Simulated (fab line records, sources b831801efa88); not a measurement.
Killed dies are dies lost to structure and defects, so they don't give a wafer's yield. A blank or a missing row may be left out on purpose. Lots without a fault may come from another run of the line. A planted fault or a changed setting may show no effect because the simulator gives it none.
fab line records | flow sfq_line
record lots=5 wafers=23
route steps=325 shown I1@84 I2@107 M3@119 I3@134 M4@155 I4@168 JJ@188
start_h: hours from the record's first day to the start of the lot's first wafer shown | wait_h: hours since the lot's step before | " the same as in the row above | L1.1+2: a row that stands for several wafers | - no value, or no start given | * or withheld: withheld | < > ~ a bound
route shown NAME@n: a module of which the file shows steps, and the number in the route of the first | usual: mean/standard deviation of fault-free wafers | same: alike in all rows | chamber/n: place in a boat | sites: the reading at each site | _std_site: their standard deviation | _edge_site: outer sites' mean less inner sites' | radius_mm: how far each site lies from the wafer's centre | mask NAME#n: copy n | behind: the tool/chamber that last shaped the wafer | hold: why the lot was held/for how many hours/how that ended | device: the transistor (n, p or np) that didn't switch | end of line: the same wafers' tests at the end of the route | a step without rows: its recipe alone | killed: dies lost to structure and defects at the first sort, not the wafer's yield | map: a wafer's dies, x killed, . not, _ none there
set.NAME: the setting as run; set.NAME@STEP: as run at that earlier step | model.NAME: the simulator's own value behind a step, which no gauge read
lots whose settings were changed on purpose; a table a step, a row a wafer
## steps
# step SFQ_TRILAYER_I1_VIA_BARC_OPEN_VIA_ETCH_071
# recipe mask_material=PR chemistry=O2 target_depth_nm=125 target=BARC source_w=500 bias_w=80 pressure_mtorr=30 time_s=41.7
# columns lot.wafer tool chamber start_h wait_h set.source_w model.KrF_of_TRILAYER_I1_VIA_LITHO_COAT_049.thk_nm
L075.2 rie_diel-02 0 357.79 0.0 500 572.9
L075.3 " 3 " " 539.3 568
L075.4 " 2 " " 500 572.5
L075.5 " 2 " " 500 573.2
L075.6 " 1 " " 539.3 570.3
L077.1 rie_diel-02 0 378.19 0.0 500 569.7
L077.2 " 3 " " 450.8 575.9
L077.4 " 1 " " 500 568.6
L077.5 " 2 " " 450.8 573.7
L077.6 " 1 " " 500 568.9
L079.1 rie_diel-03 1 400.54 0.0 500 572.5
L079.4+6 " 3,2 " " 500 573.9
L080.1 rie_diel-03 2 416.24 0.0 500 569.1
L080.2 " 1 " " 500 568.1
L080.3 " 3 " " 477.7 571.2
L080.5 " 3 " " 477.7 573.7
L080.6 " 2 " " 500 569.2
L084.1 rie_diel-03 2 449.64 0.0 452.6 577.2
L084.2 " 3 " " 452.6 577.8
L084.3 " 0 " " 500 572.7
L084.5 " 1 " " 500 571.4
L084.6 " 2 " " 500 574.2
# step SFQ_TRILAYER_I1_VIA_ETCH_VIA_ETCH_052
# recipe target=SiO2 stop_on=Nb mask_material=PR taper_deg=20 chemistry=CHF3 target_depth_nm=260 source_w=500 bias_w=81.47 pressure_mtorr=30 time_s=withheld
# columns lot.wafer tool chamber start_h wait_h set.leave_above_ref_nm@TRILAYER_I1_CMP_CMP_046 set.source_w@TRILAYER_I1_VIA_BARC_OPEN_VIA_ETCH_071 model.I1.feature_depth_nm model.KrF_of_TRILAYER_I1_VIA_LITHO_COAT_049.thk_nm
L075.2 rie_diel-02 0 357.83 0.0 195.3 500 194.4 528
L075.3 " 3 " " 200 539.3 199.9 522.4
L075.4 " 2 " " 195.3 500 194.6 528.3
L075.5 " 2 " " 200 500 199.9 529.2
L075.6 " 1 " " 200 539.3 200.8 525
L077.1 rie_diel-02 0 378.23 0.0 200 500 200.4 525.6
L077.2 " 3 " " 200 450.8 201.1 531.2
L077.4 " 1 " " 207.8 500 209.5 523.9
L077.5 " 2 " " 200 450.8 200.9 529.7
L077.6 " 1 " " 207.8 500 208.2 523.9
L079.1 rie_diel-03 1 400.58 0.0 200 500 199.5 527.1
L079.4 " 3 " " 200 500 200.1 529
L079.6 " 2 " " 200 500 200.3 529.7
L080.1 rie_diel-03 2 416.28 0.0 200 500 198.8 524.2
L080.2 " 1 " " 200 500 199.4 522.3
L080.3 " 3 " " 200 477.7 199.5 525.6
L080.5 " 3 " " 200 477.7 198.4 528.2
L080.6 " 2 " " 200 500 199.6 524.7
L084.1 rie_diel-03 2 449.68 0.0 205.1 452.6 205.1 532.7
L084.2 " 3 " " 200 452.6 201.7 532.6
L084.3 " 0 " " 200 500 199.9 527.6
L084.5 " 1 " " 205.1 500 205.2 525.6
L084.6 " 2 " " 200 500 201.7 529.5
# step SFQ_TRILAYER_I2_VIA_LITHO_COAT_072
# recipe resist=BARC spin_rpm=3000 resist_thk_nm=62
# columns lot.wafer tool chamber start_h wait_h set.spin_rpm model.BARC_of_TRILAYER_I2_VIA_LITHO_COAT_072.thk_nm
L075.2 litho_track-03 0 484.54 0.8 3000 61.93
L075.3 " 0 " " 2809 64.06
L075.4 " 0 " " 2809 64.03
L075.5 " 0 " " 3000 61.99
L075.6 " 0 " " 3000 61.97
L077.1 litho_track-03 0 510.41 1.0 3167 60.56
L077.2 " 0 " " 3000 62.21
L077.4 " 0 " " 3000 62.15
L077.5 " 0 " " 3167 60.54
L077.6 " 0 " " 3167 60.49
L079.1 litho_track-02 0 532.49 1.0 3000 62.02
L079.4 " 0 " " 3000 61.98
L079.6 " 0 " " 3000 61.99
L080.1 litho_track-01 0 546.41 1.0 3000 62.24
L080.2 " 0 " " 2873 63.49
L080.3 " 0 " " 2873 63.58
L080.5 " 0 " " 2873 63.52
L080.6 " 0 " " 3000 62.12
L084.1 litho_track-02 0 595.49 1.0 2837 63.79
L084.2 " 0 " " 3000 62.11
L084.3 " 0 " " 3000 61.84
L084.5 " 0 " " 3000 61.99
L084.6 " 0 " " 2837 63.9
# step SFQ_TRILAYER_I2_VIA_BARC_OPEN_VIA_ETCH_096
# recipe mask_material=PR chemistry=O2 target_depth_nm=125 target=BARC source_w=500 bias_w=80 pressure_mtorr=30 time_s=41.7
# columns lot.wafer tool chamber start_h wait_h set.time_s model.KrF_of_TRILAYER_I2_VIA_LITHO_COAT_067.thk_nm
L075.2 rie_diel-03 2 521.64 0.0 41.7 574
L075.3 " 3 " " 41.7 573.4
L075.4+5 " 1,3 " " 38.12 577.5
L075.6 " 0 " " 41.7 572.1
L077.1 rie_diel-04 1 543.24 0.0 39.39 575
L077.2 " 2 " " 41.7 569.6
L077.4 " 3 " " 39.39 574.8
L077.5 " 2 " " 39.39 570.8
L077.6 " 1 " " 41.7 571.9
L079.1 rie_diel-02 3 562.44 0.0 41.7 570.5
L079.4 " 2 " " 41.7 575.6
L079.6 " 2 " " 41.7 575.5
L080.1 rie_diel-03 1 574.44 0.0 38.96 577.8
L080.2 " 3 " " 41.7 575.7
L080.3 " 1 " " 38.96 579.5
L080.5 " 3 " " 41.7 572.6
L080.6 " 1 " " 38.96 579.9
L084.1 rie_diel-02 3 609.89 0.0 46.52 567.1
L084.2 " 0 " " 46.52 568.4
L084.3 " 1 " " 46.52 568.5
L084.5 " 2 " " 41.7 576.7
L084.6 " 1 " " 41.7 577.6
# step SFQ_TRILAYER_M3_DEP_SPUTTER_073
# recipe material=Nb base_pressure_pa=1.33e-06 chamber_pressure_pa=0.1333 substrate_temp_c=20 resputter_cathode_voltage_v=400 target_thk_nm=200 power_w=2000 time_s=133.3
# columns lot.wafer tool chamber start_h wait_h set.time_s model.Nb_of_TRILAYER_M3_DEP_SPUTTER_073.thk_nm
L075.2 pvd_sputter-05 - 522.60 0.0 133.3 205.1
L075.3 " - " " 145.4 220.5
L075.4 " - " " 133.3 200.7
L075.5 " - " " 133.3 202.4
L075.6 " - " " 145.4 221.1
L077.1 pvd_sputter-03 - 544.20 0.0 133.3 202.7
L077.2 " - " " 133.3 200.9
L077.4 " - " " 133.3 202.2
L077.5 " - " " 142.9 215.4
L077.6 " - " " 142.9 217.6
L079.1 pvd_sputter-03 - 563.40 0.0 133.3 200.4
L079.4 " - " " 133.3 199.2
L079.6 " - " " 133.3 197.3
L080.1 pvd_sputter-05 - 575.47 0.0 121.5 182.5
L080.2 " - " " 121.5 180.7
L080.3 " - " " 133.3 198.4
L080.5 " - " " 133.3 197.1
L080.6 " - " " 133.3 197.2
L084.1 pvd_sputter-06 - 610.85 0.0 117.6 172.9
L084.2 " - " " 117.6 172.7
L084.3 " - " " 133.3 196.9
L084.5 " - " " 117.6 172
L084.6 " - " " 133.3 195.8
# step SFQ_M3_RS_MEAS_919
# recipe thk_meas_gauge=four-point-probe reads=Nb_of_TRILAYER_M3_DEP_SPUTTER_073
# usual M3_NB_RS=0.889/0.01
# columns lot.wafer tool chamber start_h wait_h set.time_s@TRILAYER_M3_DEP_SPUTTER_073 M3_NB_RS[ohm/sq]
L075.2 film_metro-03 - 522.71 0.1 133.3 0.866
L075.3 " - " " 145.4 0.804
L075.4 " - " " 133.3 0.885
L075.5 " - " " 133.3 0.878
L075.6 " - " " 145.4 0.803
L077.1 film_metro-03 - 544.29 0.0 133.3 0.878
L077.2 " - " " 133.3 0.883
L077.4 " - " " 133.3 0.879
L077.5 " - " " 142.9 0.825
L077.6 " - " " 142.9 0.815
L079.1 film_metro-03 - 563.49 0.0 133.3 0.888
L079.4 " - " " 133.3 0.891
L079.6 " - " " 133.3 0.901
L080.1 film_metro-03 - 575.56 0.0 121.5 0.975
L080.2 " - " " 121.5 0.984
L080.3 " - " " 133.3 0.892
L080.5 " - " " 133.3 0.902
L080.6 " - " " 133.3 0.899
L084.1 film_metro-02 - 610.94 0.0 117.6 1.032
L084.2 " - " " 117.6 1.036
L084.3 " - " " 133.3 0.905
L084.5 " - " " 117.6 1.038
L084.6 " - " " 133.3 0.911
# step SFQ_TRILAYER_M3_ETCH_METAL_ETCH_078
# recipe target=Nb stop_on=SiO2 mask_material=PR chemistry=Cl2/Ar target_depth_nm=240 icp_w=600 bias_w=80 pressure_mtorr=10 time_s=120
# usual oes_product_au=0.894/0.0062
# columns lot.wafer tool chamber start_h wait_h set.time_s set.time_s@TRILAYER_M3_DEP_SPUTTER_073 oes_product_au model.KrF_of_TRILAYER_M3_LITHO_COAT_075.thk_nm
L075.2 rie_metal-01 1 554.10 0.0 113 133.3 0.936 398.8
L075.3 " 0 " " 120 145.4 0.949 -
L075.4 " 1 " " 113 133.3 0.922 398.1
L075.5 " 0 " " 120 133.3 0.900 386.2
L075.6 " 1 " " 113 145.4 0.972 -
L077.1 rie_metal-04 1 573.30 0.0 120 133.3 0.904 378
L077.2 " 0 " " 120 133.3 0.887 381.1
L077.4 " 0 " " 120 133.3 0.903 378.7
L077.5 " 0 " " 120 142.9 0.941 -
L077.6 " 1 " " 120 142.9 0.942 -
L079.1 rie_metal-01 1 587.35 0.0 120 133.3 0.900 385.5
L079.4 " 1 " " 120 133.3 0.893 386.6
L079.6 " 1 " " 120 133.3 0.886 389.2
L080.1 rie_metal-01 0 595.75 0.0 120 121.5 0.853 -
L080.2 " 1 " " 132.5 121.5 0.839 -
L080.3 " 1 " " 132.5 133.3 0.883 371.1
L080.5 " 1 " " 120 133.3 0.889 385.7
L080.6 " 0 " " 120 133.3 0.886 385.8
L084.1 rie_metal-03 1 633.15 0.0 131.3 117.6 0.815 -
L084.2 " 0 " " 120 117.6 0.831 -
L084.3 " 0 " " 131.3 133.3 0.879 371.5
L084.5 " 1 " " 120 117.6 0.825 -
L084.6 " 0 " " 120 133.3 0.882 381
# step SFQ_TRILAYER_I3_CMP_CMP_082
# recipe material=SiO2 down_force_psi=3 platen_rpm=60 pad_velocity_m_s=0.94248
# usual time_to_endpoint_s=214/8.3
# columns lot.wafer tool chamber start_h wait_h set.down_force_psi time_to_endpoint_s
L075.2 cmp-02 2 558.17 3.1 3 223
L075.4 " 3 " " 3 228
L075.3 " 1 559.67 4.6 3 214
L075.6 " 2 " " 3 236
L075.5 " 3 " " 3 217
L077.4 cmp-02 3 579.17 4.9 3 213
L077.1 " 0 " " 3 202
L077.2 " 1 " " 3.45 180
L077.6 " 3 581.17 6.9 3.45 181
L077.5 " 0 " " 3.45 181
L079.4 cmp-02 3 594.17 5.8 3 214
L079.1 " 2 595.67 7.4 3 218
L079.6 " 0 596.67 8.3 3 223
L080.3 cmp-01 2 602.95 6.3 3 215
L080.2 " 0 603.95 7.3 3 215
L080.1 " 1 " " 2.566 243
L080.6 " 2 " " 3 221
L080.5 " 3 " " 2.566 254
L084.3 cmp-01 0 639.95 5.9 3 199
L084.2 " 1 " " 3 205
L084.1 " 2 " " 3 208
L084.5 " 0 641.95 7.8 3 214
L084.6 " 1 " " 3 211
# step SFQ_TRILAYER_M4_LITHO_EXPOSE_094
# recipe mask_id=M4 na=0.6 source_shape=conventional sigma_outer=0.65 target_cd_nm=500 dose_mj=14.4
# columns lot.wafer tool chamber start_h wait_h mask set.dose_mj
L075.2+6 krf_scanner-02 0 856.02 - M4#0 14.4
L075.3+4+5 " 0 " " M4#0 13.62
L077.1+4+6 krf_scanner-02 0 876.22 - M4#0 14.4
L077.2+5 " 0 " " M4#0 13.91
L079.1+4+6 krf_scanner-02 0 887.02 - M4#0 14.4
L080.1+2+5 krf_scanner-02 0 894.22 - M4#0 14.4
L080.3+6 " 0 " " M4#0 13.82
L084.1+3+5 krf_scanner-01 0 923.14 - M4#0 14.4
L084.2+6 " 0 " " M4#0 15.22
# step SFQ_TRILAYER_M4_BARC_OPEN_METAL_ETCH_123
# recipe mask_material=PR chemistry=O2 target_depth_nm=125 target=BARC icp_w=600 bias_w=80 pressure_mtorr=10 time_s=41.7
# usual oes_product_au=0.684/0.0048
# columns lot.wafer tool chamber start_h wait_h set.time_s set.dose_mj@TRILAYER_M4_LITHO_EXPOSE_094 oes_product_au model.M4.cd_nm model.KrF_of_TRILAYER_M4_LITHO_COAT_093.thk_nm
L075.2 rie_metal-04 1 857.36 0.0 41.7 14.4 0.689 500.2 517.8
L075.3 " 1 " " 41.7 13.62 0.685 510.5 517.4
L075.4 " 0 " " 41.7 13.62 0.684 510.6 519.4
L075.5 " 1 " " 41.7 13.62 0.691 510.3 517.3
L075.6 " 0 " " 41.7 14.4 0.684 501 517.7
L077.1 rie_metal-02 1 877.76 0.0 44.62 14.4 0.679 501 517.6
L077.2 " 0 " " 44.62 13.91 0.672 504.1 515.6
L077.4 " 0 " " 41.7 14.4 0.688 499 523.4
L077.5 " 1 " " 41.7 13.91 0.690 506.7 520.5
L077.6 " 0 " " 44.62 14.4 0.681 501.6 518
L079.1 rie_metal-04 0 888.56 0.0 41.7 14.4 0.688 501.5 522.1
L079.4 " 0 " " 41.7 14.4 0.686 500.2 523.1
L079.6 " 1 " " 41.7 14.4 0.686 501.6 521
L080.1 rie_metal-04 0 895.76 0.0 37.7 14.4 0.723 501 526.1
L080.2 " 1 " " 41.7 14.4 0.681 501 520.8
L080.3 " 1 " " 37.7 13.82 0.728 507.4 525
L080.5 " 1 " " 37.7 14.4 0.715 501.7 524.4
L080.6 " 0 " " 41.7 13.82 0.690 507.4 519.8
L084.1 rie_metal-03 1 924.68 0.0 41.7 14.4 0.688 498.7 522.9
L084.2 " 1 " " 41.7 15.22 0.679 490.3 522
L084.3 " 1 " " 37.84 14.4 0.716 497.5 527.5
L084.5 " 1 " " 41.7 14.4 0.682 497.7 520.6
L084.6 " 1 " " 37.84 15.22 0.711 488 526.1
# step SFQ_TRILAYER_I4_VIA_LITHO_COAT_103
# recipe resist=KrF spin_rpm=3000 resist_thk_nm=650
# columns lot.wafer tool chamber start_h wait_h set.resist_thk_nm model.KrF_of_TRILAYER_I4_VIA_LITHO_COAT_103.thk_nm
L075.2 litho_track-01 0 901.49 0.2 625.3 626.1
L075.3 " 0 " " 650 650.9
L075.4 " 0 " " 650 651.5
L075.5 " 0 " " 625.3 625
L075.6 " 0 " " 625.3 627.2
L077.1 litho_track-01 0 922.44 0.2 677.8 680.4
L077.2 " 0 " " 650 651.2
L077.4 " 0 " " 650 651
L077.5 " 0 " " 677.8 679.1
L077.6 " 0 " " 677.8 679.5
L079.1 litho_track-03 0 935.67 0.2 650 650.8
L079.4 " 0 " " 650 651.5
L079.6 " 0 " " 650 649.3
L080.1+5 litho_track-03 0 938.67 0.2 650 649.1
L080.2 " 0 " " 650 648.3
L080.3 " 0 " " 650 649.3
L080.6 " 0 " " 650 648.8
L084.1 litho_track-01 0 968.93 0.2 650 649.7
L084.2 " 0 " " 650 651.3
L084.3 " 0 " " 683.6 684
L084.5 " 0 " " 683.6 683.3
L084.6 " 0 " " 683.6 685.4
# step SFQ_TRILAYER_I4_VIA_LITHO_SOFTBAKE_107
# recipe temp_c=withheld time_s=withheld resist=KrF
# step SFQ_TRILAYER_I4_VIA_LITHO_EXPOSE_104
# recipe mask_id=I4 na=0.6 source_shape=conventional sigma_outer=0.65 target_cd_nm=700 dose_mj=21.3
# step SFQ_TRILAYER_I4_VIA_LITHO_DEVELOP_105
# recipe time_s=60 resist=KrF
# step SFQ_TRILAYER_I4_VIA_BARC_OPEN_VIA_ETCH_146
# recipe mask_material=PR chemistry=O2 target_depth_nm=125 target=BARC source_w=500 bias_w=80 pressure_mtorr=30 time_s=41.7
# columns lot.wafer tool chamber start_h wait_h set.resist_thk_nm@TRILAYER_I4_VIA_LITHO_COAT_103 model.KrF_of_TRILAYER_I4_VIA_LITHO_COAT_103.thk_nm
L075.2 rie_diel-01 0 903.43 0.0 625.3 548.5
L075.3 " 2 " " 650 573.5
L075.4 " 0 " " 650 573.9
L075.5 " 2 " " 625.3 547.6
L075.6 " 3 " " 625.3 550.3
L077.1 rie_diel-02 3 924.43 0.0 677.8 603.9
L077.2 " 1 " " 650 575
L077.4 " 0 " " 650 574.2
L077.5 " 0 " " 677.8 602.7
L077.6 " 1 " " 677.8 603.2
L079.1 rie_diel-01 0 1049.16 0.0 650 573.2
L079.4 " 3 " " 650 574.5
L079.6 " 1 " " 650 572
L080.1 rie_diel-02 3 1052.76 0.0 650 572.2
L080.2 " 2 " " 650 573
L080.3+6 " 0,2 " " 650 573.3
L080.5 " 1 " " 650 572.8
L084.1 rie_diel-01 2 1085.29 0.0 650 572.6
L084.2 " 3 " " 650 574.7
L084.3 " 0 " " 683.6 606
L084.5 " 2 " " 683.6 605.6
L084.6 " 3 " " 683.6 608.8
# step SFQ_TRILAYER_JJ_CE_LITHO_EXPOSE_115
# recipe mask_id=J5 na=0.6 source_shape=conventional sigma_outer=0.65 target_cd_nm=700 dose_mj=14.4
# columns lot.wafer tool chamber start_h wait_h mask set.dose_mj
L075.2+3+4+5+6 krf_scanner-01 0 1022.71 - J5#0 14.4
L077.1+2 krf_scanner-01 0 1033.41 - J5#0 15.11
L077.4+5+6 " 0 " " J5#0 14.4
L079.1+4+6 krf_scanner-01 0 1052.25 - J5#0 14.4
L080.1+6 krf_scanner-01 0 1056.40 - J5#0 14.4
L080.2+3+5 " 0 " " J5#0 13.52
L084.1+2+6 krf_scanner-02 0 1088.57 - J5#0 14.4
L084.3+5 " 0 " " J5#0 14.69
# step SFQ_TRILAYER_JJ_CE_LITHO_PEB_117
# recipe peb_temp_c=115 peb_time_s=60 resist=KrF
# step SFQ_TRILAYER_JJ_CE_LITHO_DEVELOP_116
# recipe time_s=60 resist=KrF
# step SFQ_TRILAYER_JJ_CE_METRO_MEASURE_117
# usual cd_nm=700.3/1.4
# columns lot.wafer tool chamber start_h wait_h set.dose_mj@TRILAYER_JJ_CE_LITHO_EXPOSE_115 cd_nm
L075.2 cd_sem-02 - 1024.25 0.2 14.4 701.2
L075.3 " - " " 14.4 699.9
L075.4 " - " " 14.4 700.2
L075.5 " - " " 14.4 700.7
L075.6 " - " " 14.4 700.3
L077.1 cd_sem-02 - 1034.95 0.0 15.11 692.8
L077.2 " - " " 15.11 693.1
L077.4 " - " " 14.4 701.6
L077.5 " - " " 14.4 701.4
L077.6 " - " " 14.4 700.1
L079.1 cd_sem-01 - 1053.79 0.0 14.4 699.7
L079.4 " - " " 14.4 699.7
L079.6 " - " " 14.4 702.3
L080.1 cd_sem-02 - 1057.94 0.0 14.4 701.1
L080.2 " - " " 13.52 711.4
L080.3 " - " " 13.52 710.6
L080.5 " - " " 13.52 710.7
L080.6 " - " " 14.4 701.5
L084.1 cd_sem-02 - 1090.13 0.0 14.4 699.2
L084.2 " - " " 14.4 699.2
L084.3 " - " " 14.69 694.8
L084.5 " - " " 14.69 696.8
L084.6 " - " " 14.4 699.8
# step SFQ_TRILAYER_JJ_CE_BARC_OPEN_RIE_150
# recipe mask_material=PR chemistry=O2 target_depth_nm=240 target=BARC icp_w=600 bias_w=80 pressure_mtorr=10 time_s=80
# columns lot.wafer tool chamber start_h wait_h set.dose_mj@TRILAYER_JJ_CE_LITHO_EXPOSE_115 model.JJ.cd_nm
L075.2 rie_metal-01 1 1025.25 0.8 14.4 701.3
L075.3 " 1 " " 14.4 700.2
L075.4 " 0 " " 14.4 698.9
L075.5 " 1 " " 14.4 700.3
L075.6 " 0 " " 14.4 699.4
L077.1 rie_metal-04 1 1036.15 1.0 15.11 694.1
L077.2 " 0 " " 15.11 693.3
L077.4 " 1 " " 14.4 701.3
L077.5 " 0 " " 14.4 701.2
L077.6 " 1 " " 14.4 700
L079.1 rie_metal-04 0 1054.99 1.0 14.4 700.3
L079.4 " 1 " " 14.4 698.4
L079.6 " 1 " " 14.4 702.5
L080.1 rie_metal-03 0 1059.14 1.0 14.4 700.7
L080.2 " 1 " " 13.52 711.5
L080.3 " 0 " " 13.52 710.9
L080.5 " 0 " " 13.52 709.2
L080.6 " 1 " " 14.4 701.1
L084.1 rie_metal-03 1 1091.33 1.0 14.4 698.6
L084.2 " 0 " " 14.4 697.3
L084.3 " 0 " " 14.69 692.3
L084.5 " 1 " " 14.69 695.8
L084.6 " 0 " " 14.4 697.8
## key
split step=SFQ_TRILAYER_I1_VIA_BARC_OPEN_VIA_ETCH_071 setting=source_w stated=500 by=wafer
response step=SFQ_TRILAYER_I1_VIA_BARC_OPEN_VIA_ETCH_071 reading=model.KrF_of_TRILAYER_I1_VIA_LITHO_COAT_049.thk_nm change=-0.544 per=1% r=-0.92
response step=SFQ_TRILAYER_I1_VIA_ETCH_VIA_ETCH_052 reading=model.KrF_of_TRILAYER_I1_VIA_LITHO_COAT_049.thk_nm change=-0.593 per=1% r=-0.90
split step=SFQ_TRILAYER_I2_VIA_LITHO_COAT_072 setting=spin_rpm stated=3000 by=wafer
response step=SFQ_TRILAYER_I2_VIA_LITHO_COAT_072 reading=model.BARC_of_TRILAYER_I2_VIA_LITHO_COAT_072.thk_nm change=-0.322 per=1% r=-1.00
split step=SFQ_TRILAYER_I2_VIA_BARC_OPEN_VIA_ETCH_096 setting=time_s stated=41.7 by=wafer
response step=SFQ_TRILAYER_I2_VIA_BARC_OPEN_VIA_ETCH_096 reading=model.KrF_of_TRILAYER_I2_VIA_LITHO_COAT_067.thk_nm change=-0.679 per=1% r=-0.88
split step=SFQ_TRILAYER_M3_DEP_SPUTTER_073 setting=time_s stated=133.3 by=wafer
response step=SFQ_TRILAYER_M3_DEP_SPUTTER_073 reading=model.Nb_of_TRILAYER_M3_DEP_SPUTTER_073.thk_nm change=+1.96 per=1% r=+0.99
response step=SFQ_M3_RS_MEAS_919 reading=M3_NB_RS change=-0.00945 per=1% r=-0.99
response step=SFQ_TRILAYER_M3_ETCH_METAL_ETCH_078 reading=oes_product_au change=+0.00488 per=1% r=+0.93
split step=SFQ_TRILAYER_M3_ETCH_METAL_ETCH_078 setting=time_s stated=120 by=wafer
response step=SFQ_TRILAYER_M3_ETCH_METAL_ETCH_078 reading=model.KrF_of_TRILAYER_M3_LITHO_COAT_075.thk_nm change=-1.4 per=1% r=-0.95
split step=SFQ_TRILAYER_I3_CMP_CMP_082 setting=down_force_psi stated=3 by=wafer
response step=SFQ_TRILAYER_I3_CMP_CMP_082 reading=time_to_endpoint_s change=* per=1% r=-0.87
split step=SFQ_TRILAYER_M4_LITHO_EXPOSE_094 setting=dose_mj stated=14.4 by=wafer
response step=SFQ_TRILAYER_M4_BARC_OPEN_METAL_ETCH_123 reading=model.M4.cd_nm change=-1.62 per=1% r=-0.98
split step=SFQ_TRILAYER_M4_BARC_OPEN_METAL_ETCH_123 setting=time_s stated=41.7 by=wafer
response step=SFQ_TRILAYER_M4_BARC_OPEN_METAL_ETCH_123 reading=oes_product_au change=-0.00312 per=1% r=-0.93
response step=SFQ_TRILAYER_M4_BARC_OPEN_METAL_ETCH_123 reading=model.KrF_of_TRILAYER_M4_LITHO_COAT_093.thk_nm change=-0.558 per=1% r=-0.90
split step=SFQ_TRILAYER_I4_VIA_LITHO_COAT_103 setting=resist_thk_nm stated=650 by=wafer
response step=SFQ_TRILAYER_I4_VIA_LITHO_COAT_103 reading=model.KrF_of_TRILAYER_I4_VIA_LITHO_COAT_103.thk_nm change=+6.59 per=1% r=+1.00
response step=SFQ_TRILAYER_I4_VIA_BARC_OPEN_VIA_ETCH_146 reading=model.KrF_of_TRILAYER_I4_VIA_LITHO_COAT_103.thk_nm change=+6.54 per=1% r=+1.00
split step=SFQ_TRILAYER_JJ_CE_LITHO_EXPOSE_115 setting=dose_mj stated=14.4 by=wafer
response step=SFQ_TRILAYER_JJ_CE_METRO_MEASURE_117 reading=cd_nm change=-1.61 per=1% r=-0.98
response step=SFQ_TRILAYER_JJ_CE_BARC_OPEN_RIE_150 reading=model.JJ.cd_nm change=-1.55 per=1% r=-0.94
split outside_this_file step=SFQ_TRILAYER_I1_CMP_CMP_046 setting=leave_above_ref_nm
# split outside_this_file: this setting was split too, and the file shows its column; the key of that split is in another file
